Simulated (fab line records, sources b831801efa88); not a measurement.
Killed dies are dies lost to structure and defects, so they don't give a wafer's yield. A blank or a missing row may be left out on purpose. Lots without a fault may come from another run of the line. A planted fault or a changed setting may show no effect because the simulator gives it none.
Chamber matching | flow gf180mcu | GF_V3_CMP_04 on cmp-02: 4 sister chambers
The step polishes SiO2. 22 wafers are shown with their chamber, then 11 later ones without.

WAFERS WITH THEIR CHAMBER
wafer  | chamber | motor_current_A (A) | time_to_endpoint_s (s) | slurry_flow_ml_min
L074.2 | 2       | 12.5                | 73                     | 149.5
L074.3 | 0       | 13.7                | 72                     | 149.7
L074.4 | 1       | 11.1                | 94                     | 149.9
L075.2 | 1       | 10.5                | 88                     | 149.9
L075.5 | 1       | 11.0                | 98                     | 149.5
L075.6 | 0       | 14.6                | 86                     | 150.1
L077.2 | 0       | 13.3                | 76                     | 149.8
L077.3 | 3       | 10.8                | 73                     | 150.9
L077.6 | 2       | 12.1                | 75                     | 149.4
L079.3 | 1       | 11.1                | 88                     | 151.0
L079.4 | 2       | 12.5                | 92                     | 150.7
L079.5 | 3       | 11.5                | 85                     | 150.7
L080.1 | 2       | 11.6                | 85                     | 149.9
L080.2 | 0       | 14.2                | 81                     | 150.1
L080.6 | 3       | 11.1                | 86                     | 150.2
L081.1 | 2       | 12.1                | 86                     | 149.6
L081.3 | 3       | 11.2                | 82                     | 150.7
L081.6 | 2       | 12.2                | 91                     | 149.9
L082.1 | 3       | 11.7                | 82                     | 149.5
L082.2 | 2       | 12.0                | 77                     | 149.8
L082.3 | 0       | 13.4                | 82                     | 149.5
L085.4 | 3       | 11.3                | 76                     | 149.3

SIGNATURES (means of the wafers above)
reading            | chamber 0 | chamber 1 | chamber 2 | chamber 3 | scatter within a chamber
motor_current_A    | 13.840    | 10.925    | 12.143    | 11.267    | 0.375
time_to_endpoint_s | 79.40     | 92.00     | 82.71     | 80.67     | 6.15
slurry_flow_ml_min | 149.840   | 150.075   | 149.829   | 150.217   | 0.523
Rule: a wafer's distance from a chamber is the root of the sum, over the readings, of the square of ((its reading less the chamber's mean) divided by the reading's scatter). The wafer belongs to the nearest chamber; if the next one is less than 2 further off, it can't be placed. The scatter: the root of (the sum of the squares of (reading less its chamber's mean) over the shown wafers, divided by (wafers less chambers)).

WAFERS WITHOUT THEIR CHAMBER
wafer  | motor_current_A (A) | time_to_endpoint_s (s) | slurry_flow_ml_min
L085.5 | 11.6                | 84                     | 150.3
L085.6 | 11.1                | 72                     | 149.6
L092.1 | 13.0                | 77                     | 150.1
L092.3 | 10.9                | 85                     | 149.4
L092.4 | 12.9                | 82                     | 150.1
L096.2 | 13.5                | 78                     | 150.2
L096.4 | 12.0                | 75                     | 148.9
L096.6 | 11.3                | 75                     | 150.2
L097.3 | 11.6                | 63                     | 149.5
L097.5 | 13.9                | 79                     | 150.6
L097.6 | 11.2                | 79                     | 149.8

WHICH CHAMBER EACH WENT THROUGH
wafer  | from the rows above          | in truth
L085.5 | can't be placed: 3 or 2 or 1 | 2
L085.6 | can't be placed: 3 or 2 or 1 | 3
L092.1 | can't be placed: 0 or 2      | 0
L092.3 | can't be placed: 1 or 3 or 2 | 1
L092.4 | can't be placed: 2 or 0      | 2
L096.2 | 0                            | 0
L096.4 | can't be placed: 2 or 3      | 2
L096.6 | can't be placed: 3 or 2      | 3
L097.3 | can't be placed: 3 or 2 or 1 | 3
L097.5 | 0                            | 0
L097.6 | can't be placed: 3 or 1 or 2 | 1
Placed correctly: 2 of 11. Can't be placed from these rows: 9 (the true chamber is among the candidates in 9). Placed wrongly: 0.
